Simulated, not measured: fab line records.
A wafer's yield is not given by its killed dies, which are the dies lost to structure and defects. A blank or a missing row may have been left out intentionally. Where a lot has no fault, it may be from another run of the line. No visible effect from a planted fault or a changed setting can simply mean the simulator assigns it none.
Which of the tools did it? + flow sky130 + 11 lots, 33 wafers sampled, at 2 steps of a route of 708

## WHAT THE GAUGES SHOWED, per wafer
SKY_POLY_GATE_THK_MEAS_21.
| lot  | measured     | on            | POLY_GATE_OXIDATION_THK (nm)  |
|------|--------------|---------------|-------------------------------|
| L408 | day 16 13:17 | film metro-03 | 4.03 3.91 4.00                |
| L409 | day 17 02:14 | film metro-02 | 4.09 4.11 4.05                |
| L410 | day 17 10:04 | film metro-03 | 3.99 3.99 3.82                |
| L411 | day 17 21:52 | film metro-03 | 4.05 4.01 4.00                |
| L414 | day 19 00:59 | film metro-01 | 4.04 3.96 4.04                |
| L418 | day 20 10:37 | film metro-03 | 3.97 3.98 3.99                |
| L424 | day 22 16:29 | film metro-02 | 2.07 2.14 2.10 2.14 2.09 2.06 |
| L425 | day 22 20:20 | film metro-02 | 2.09 2.21 2.05 2.11 2.17 2.08 |
| L429 | day 24 04:44 | film metro-01 | 3.95 3.99 4.02                |
| L428 | day 24 08:11 | film metro-02 | 3.97 3.93 4.01                |
| L430 | day 24 20:05 | film metro-01 | 3.91 3.97 3.97                |

## TOOL THAT RAN EACH LOT (tool first, then ch and the chambers of the sampled wafers, then the start)
| lot  | SKY_POLY_GATE_OXIDATION_20    |
|------|-------------------------------|
| L408 | furnace-01 ch 0, day 16 12:02 |
| L409 | furnace-01 ch 0, day 17 00:58 |
| L410 | furnace-02 ch 0, day 17 08:49 |
| L411 | furnace-02 ch 0, day 17 20:37 |
| L414 | furnace-01 ch 0, day 18 23:44 |
| L418 | furnace-01 ch 0, day 20 09:22 |
| L424 | furnace-02 ch 0, day 22 15:14 |
| L425 | furnace-02 ch 0, day 22 19:05 |
| L429 | furnace-01 ch 0, day 24 03:29 |
| L428 | furnace-01 ch 0, day 24 06:56 |
| L430 | furnace-01 ch 0, day 24 18:50 |
- SKY_POLY_GATE_OXIDATION_20: stabilise 600 s, purge 300 s, target thk 4 nm.

## THE ANSWER, worked out from the rows above alone
Rule: what is usual is taken from the lots themselves. Put in order of their means at a reading, lots are off if they are a third of the lots or fewer, leave a main group of 4 or more, and stand apart from it by a gap of 3 or more times the standard deviation of the main group's means; of several such gaps the widest counts. A main group whose means are all the same, to the digits that the tables above print for the reading, isn't used. Also off: a lot with no number at a reading for which 4 or more lots have one. The other lots that the step has rows for count as sound.
Off: at SKY_POLY_GATE_THK_MEAS_21 (POLY_GATE_OXIDATION_THK), L424, L425. For the main group the mean is 3.99 nm and the standard deviation 0.042.
If a tool, at a process step before that reading, ran all the lots that are off and no sound lot after the first of them, it fits. Those tools and the gauges at SKY_POLY_GATE_THK_MEAS_21 are tried in the same way. One fits: SKY_POLY_GATE_OXIDATION_20 on furnace-02. Its last sound lot is L411 (day 17 20:37), its first lot that is off L424 (day 22 15:14): a fault that began between those two fits.

## WHAT WAS PUT IN BY THE SIMULATOR
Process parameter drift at SKY_POLY_GATE_OXIDATION_20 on furnace-02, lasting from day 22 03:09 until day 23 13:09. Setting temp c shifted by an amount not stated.
Shown lots that were struck: L424, L425. Same finding as the rule above.
